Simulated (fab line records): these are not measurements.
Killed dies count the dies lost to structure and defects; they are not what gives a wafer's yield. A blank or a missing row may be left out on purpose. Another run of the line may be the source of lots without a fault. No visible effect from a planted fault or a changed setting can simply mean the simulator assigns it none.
The tool behind it: which one? :: flow gf180mcu :: 13 lots, 39 wafers sampled, at 6 steps of a route of 602

## WHAT THE GAUGES READ, wafer by wafer
GF_STI_THK_MEAS_24.
lot: L836
measured: day 2 05:15
on: film metro-04
STI_CVD_23_THK (nm): 627 628 626

lot: L838
measured: day 2 15:39
on: film metro-01
STI_CVD_23_THK (nm): 618 627 631

lot: L840
measured: day 2 23:47
on: film metro-01
STI_CVD_23_THK (nm): 628 626 635

lot: L841
measured: day 3 06:03
on: film metro-01
STI_CVD_23_THK (nm): 628 630 611

lot: L845
measured: day 4 04:07
on: film metro-01
STI_CVD_23_THK (nm): 618 624 628

lot: L846
measured: day 4 12:17
on: film metro-01
STI_CVD_23_THK (nm): 643 634 636

lot: L847
measured: day 4 17:34
on: film metro-03
STI_CVD_23_THK (nm): 630 635 622

lot: L850
measured: day 5 07:08
on: film metro-01
STI_CVD_23_THK (nm): 635 631 625

lot: L852
measured: day 5 13:44
on: film metro-04
STI_CVD_23_THK (nm): 1101 630 624 1102 629 624

lot: L853
measured: day 5 23:02
on: film metro-04
STI_CVD_23_THK (nm): 629 1097 633 629 1097 632

lot: L855
measured: day 6 08:54
on: film metro-03
STI_CVD_23_THK (nm): 1117 1106 644 1117 1104 644

lot: L856
measured: day 6 15:08
on: film metro-04
STI_CVD_23_THK (nm): 648 641 643

lot: L859
measured: day 7 03:26
on: film metro-01
STI_CVD_23_THK (nm): 633 639 652

GF_VT_IMPLANT_TW_MEAS_10.
lot: L836
measured: day 5 15:04
on: film metro-02
VT_IMPLANT_TW: 554 553 554

lot: L838
measured: day 6 01:45
on: film metro-02
VT_IMPLANT_TW: 558 554 556

lot: L840
measured: day 6 09:53
on: film metro-03
VT_IMPLANT_TW: 571 567 571

lot: L841
measured: day 6 19:56
on: film metro-03
VT_IMPLANT_TW: 567 570 564

lot: L845
measured: day 8 00:20
on: film metro-04
VT_IMPLANT_TW: 555 555 555

lot: L846
measured: day 8 11:38
on: film metro-04
VT_IMPLANT_TW: 556 556 555

lot: L847
measured: day 8 18:14
on: film metro-04
VT_IMPLANT_TW: 555 556 558

lot: L850
measured: day 9 10:21
on: film metro-03
VT_IMPLANT_TW: 564 567 563

lot: L852
measured: day 9 21:02
on: film metro-04
VT_IMPLANT_TW: 563 558 560

lot: L853
measured: day 10 03:10
on: film metro-04
VT_IMPLANT_TW: 558 558 558

lot: L855
measured: day 10 15:57
on: film metro-04
VT_IMPLANT_TW: 557 558 559

lot: L856
measured: day 10 23:11
on: film metro-02
VT_IMPLANT_TW: 556 553 556

lot: L859
measured: day 11 14:24
on: film metro-03
VT_IMPLANT_TW: 570 566 569

GF_VT_IMPLANT_TW_MEAS_21.
lot: L836
measured: day 6 05:16
on: film metro-03
VT_IMPLANT_2_TW: 1222 1223 1220

lot: L838
measured: day 6 16:29
on: film metro-04
VT_IMPLANT_2_TW: 1205 1204 1206

lot: L840
measured: day 7 00:29
on: film metro-02
VT_IMPLANT_2_TW: 1197 1191 1196

lot: L841
measured: day 7 11:47
on: film metro-04
VT_IMPLANT_2_TW: 1194 1207 1205

lot: L845
measured: day 8 16:39
on: film metro-04
VT_IMPLANT_2_TW: 1202 1197 1190

lot: L846
measured: day 9 04:15
on: film metro-04
VT_IMPLANT_2_TW: 1210 1209 1211

lot: L847
measured: day 9 10:39
on: film metro-04
VT_IMPLANT_2_TW: 1211 1206 1213

lot: L850
measured: day 10 04:05
on: film metro-02
VT_IMPLANT_2_TW: 1195 1189 1191

lot: L852
measured: day 10 15:05
on: film metro-03
VT_IMPLANT_2_TW: 1219 1218 1216

lot: L853
measured: day 10 21:04
on: film metro-04
VT_IMPLANT_2_TW: 1196 1193 1201

lot: L855
measured: day 11 10:21
on: film metro-02
VT_IMPLANT_2_TW: 1190 1193 1192

lot: L856
measured: day 11 17:17
on: film metro-04
VT_IMPLANT_2_TW: 1201 1192 1197

lot: L859
measured: day 12 09:18
on: film metro-04
VT_IMPLANT_2_TW: 1201 1208 1202

GF_VT_IMPLANT_OVL_MEAS_40.
lot: L836
measured: day 7 11:50
on: overlay-02
VT_IMPLANT_03_OVL (nm): -1.8 -1.2 -0.1

lot: L838
measured: day 7 23:22
on: overlay-02
VT_IMPLANT_03_OVL (nm): -0.8 -2.5 0.9

lot: L840
measured: day 8 08:19
on: overlay-02
VT_IMPLANT_03_OVL (nm): 1.1 -1.0 0.5

lot: L841
measured: day 8 19:40
on: overlay-01
VT_IMPLANT_03_OVL (nm): -1.5 -0.5 -2.8

lot: L845
measured: day 10 03:10
on: overlay-01
VT_IMPLANT_03_OVL (nm): -1.3 -1.1 0.9

lot: L846
measured: day 10 15:40
on: overlay-01
VT_IMPLANT_03_OVL (nm): -1.6 -1.9 0.1

lot: L847
measured: day 10 22:37
on: overlay-01
VT_IMPLANT_03_OVL (nm): -3.0 -3.2 -3.9

lot: L850
measured: day 11 16:04
on: overlay-01
VT_IMPLANT_03_OVL (nm): -2.5 -1.4 -1.2

lot: L852
measured: day 12 03:58
on: overlay-02
VT_IMPLANT_03_OVL (nm): -2.8 -1.3 -2.8

lot: L853
measured: day 12 09:43
on: overlay-02
VT_IMPLANT_03_OVL (nm): -4.8 -4.5 -3.6

lot: L855
measured: day 13 00:06
on: overlay-01
VT_IMPLANT_03_OVL (nm): -0.9 -1.2 -2.1

lot: L856
measured: day 13 07:22
on: overlay-01
VT_IMPLANT_03_OVL (nm): -1.5 -1.7 -3.3

lot: L859
measured: day 14 01:00
on: overlay-01
VT_IMPLANT_03_OVL (nm): 1.2 0.9 1.1

## WHAT TOOL EACH LOT RAN ON (gives the tool, then ch and the chambers of the sampled wafers, and finally the start)
lot: L836
GF_STI_CVD_23: hdpcvd-02 ch 0,1,2, day 2 05:11
GF_STI_CMP_25: cmp-02 ch 1,2,3, day 2 05:23

lot: L838
GF_STI_CVD_23: hdpcvd-01 ch 0,1,2, day 2 15:34
GF_STI_CMP_25: cmp-01 ch 0,1,2, day 2 15:46

lot: L840
GF_STI_CVD_23: hdpcvd-01 ch 0,2, day 2 23:42
GF_STI_CMP_25: cmp-02 ch 0,1,3, day 2 23:50

lot: L841
GF_STI_CVD_23: hdpcvd-01 ch 0,1, day 3 05:58
GF_STI_CMP_25: cmp-01 ch 0,1,2, day 3 06:10

lot: L845
GF_STI_CVD_23: hdpcvd-02 ch 0,1, day 4 04:02
GF_STI_CMP_25: cmp-01 ch 0,1, day 4 04:14

lot: L846
GF_STI_CVD_23: hdpcvd-02 ch 0,2, day 4 12:13
GF_STI_CMP_25: cmp-02 ch 2,3, day 4 12:21

lot: L847
GF_STI_CVD_23: hdpcvd-01 ch 0,2, day 4 17:29
GF_STI_CMP_25: cmp-01 ch 1,2, day 4 17:37

lot: L850
GF_STI_CVD_23: hdpcvd-02 ch 0,1,2, day 5 07:04
GF_STI_CMP_25: cmp-02 ch 0,1, day 5 07:20

lot: L852
GF_STI_CVD_23: hdpcvd-01 ch 0,1,2, day 5 13:40
GF_STI_CMP_25: cmp-01 ch 0,1,2, day 5 20:04

lot: L853
GF_STI_CVD_23: hdpcvd-01 ch 1,2, day 5 22:58
GF_STI_CMP_25: cmp-01 ch 0,1,3, day 6 02:45

lot: L855
GF_STI_CVD_23: hdpcvd-01 ch 0,1, day 6 08:49
GF_STI_CMP_25: cmp-01 ch 0,1, day 6 13:33

lot: L856
GF_STI_CVD_23: hdpcvd-02 ch 0,1,2, day 6 15:04
GF_STI_CMP_25: cmp-01 ch 1,3, day 6 15:12

lot: L859
GF_STI_CVD_23: hdpcvd-02 ch 0,1,2, day 7 03:22
GF_STI_CMP_25: cmp-01 ch 1,2,3, day 7 03:35
- GF_STI_CVD_23: deposits SiO2, target thk 650 nm, time 108.3 s.
- GF_STI_CMP_25: polishes, stops on Si3N4, t overpolish 33 s, target thk 524.6 nm.

## AS READ BY THE TOOLS THEMSELVES (means over the sampled wafers that have a number; for cases with no such wafer, the mark the record gives instead)
GF_STI_CMP_25.
lot: L836
tool: cmp-02
motor current A (A): 12.1
time to endpoint s (s): 113

lot: L838
tool: cmp-01
motor current A (A): 11.6
time to endpoint s (s): 125

lot: L840
tool: cmp-02
motor current A (A): 12.7
time to endpoint s (s): 117

lot: L841
tool: cmp-01
motor current A (A): 11.7
time to endpoint s (s): 119

lot: L845
tool: cmp-01
motor current A (A): 11.8
time to endpoint s (s): 118

lot: L846
tool: cmp-02
motor current A (A): 12.5
time to endpoint s (s): 121

lot: L847
tool: cmp-01
motor current A (A): 11.2
time to endpoint s (s): 119

lot: L850
tool: cmp-02
motor current A (A): 12.8
time to endpoint s (s): 115

lot: L852
tool: cmp-01
motor current A (A): 12.0
time to endpoint s (s): 146

lot: L853
tool: cmp-01
motor current A (A): 11.4
time to endpoint s (s): 145

lot: L855
tool: cmp-01
motor current A (A): 11.6
time to endpoint s (s): 178

lot: L856
tool: cmp-01
motor current A (A): 11.1
time to endpoint s (s): 120

lot: L859
tool: cmp-01
motor current A (A): 11.1
time to endpoint s (s): 122

## THE ANSWER, worked out from the rows above alone
Rule: usual is defined by the lots themselves. The widest of any qualifying gaps counts: lots, ordered by their means at a reading, are off when they make up no more than a third of the lots, leave a main group of 4 or more, and stand apart from it by 3 or more times the standard deviation of that group's means. Not used: any main group whose means are identical at the precision the tables above print for the reading. Also off: a lot with no number at a reading for which 4 or more lots have one. All remaining lots with rows at the step are treated as sound. Order of review: gauges by route order, followed by the tools' own readings, for which a lot's mean as printed above is used. At the first step where some lot is off, the reading lying furthest off is the one used; lots without a number count as furthest.
Off: L852, L853, L855, seen at GF_STI_THK_MEAS_24 (STI_CVD_23_THK). Main group: mean 631 nm, sd 7.1.
If a tool, at a process step before that reading, ran all the lots that are off and no sound lot after the first of them, it fits. The gauges at GF_STI_THK_MEAS_24 aren't tried: what is off there is off at GF_STI_CMP_25 too, on other tools, and a gauge's error can't cause that. One candidate fits, namely hdpcvd-01 at GF_STI_CVD_23. A fault onset in the window from L847 (day 4 17:29, its last sound lot) to L852 (day 5 13:40, its first lot off) fits.

## WHAT WAS PUT IN BY THE SIMULATOR
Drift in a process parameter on hdpcvd-01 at GF_STI_CVD_23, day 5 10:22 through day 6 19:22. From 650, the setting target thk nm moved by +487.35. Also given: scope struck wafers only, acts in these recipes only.
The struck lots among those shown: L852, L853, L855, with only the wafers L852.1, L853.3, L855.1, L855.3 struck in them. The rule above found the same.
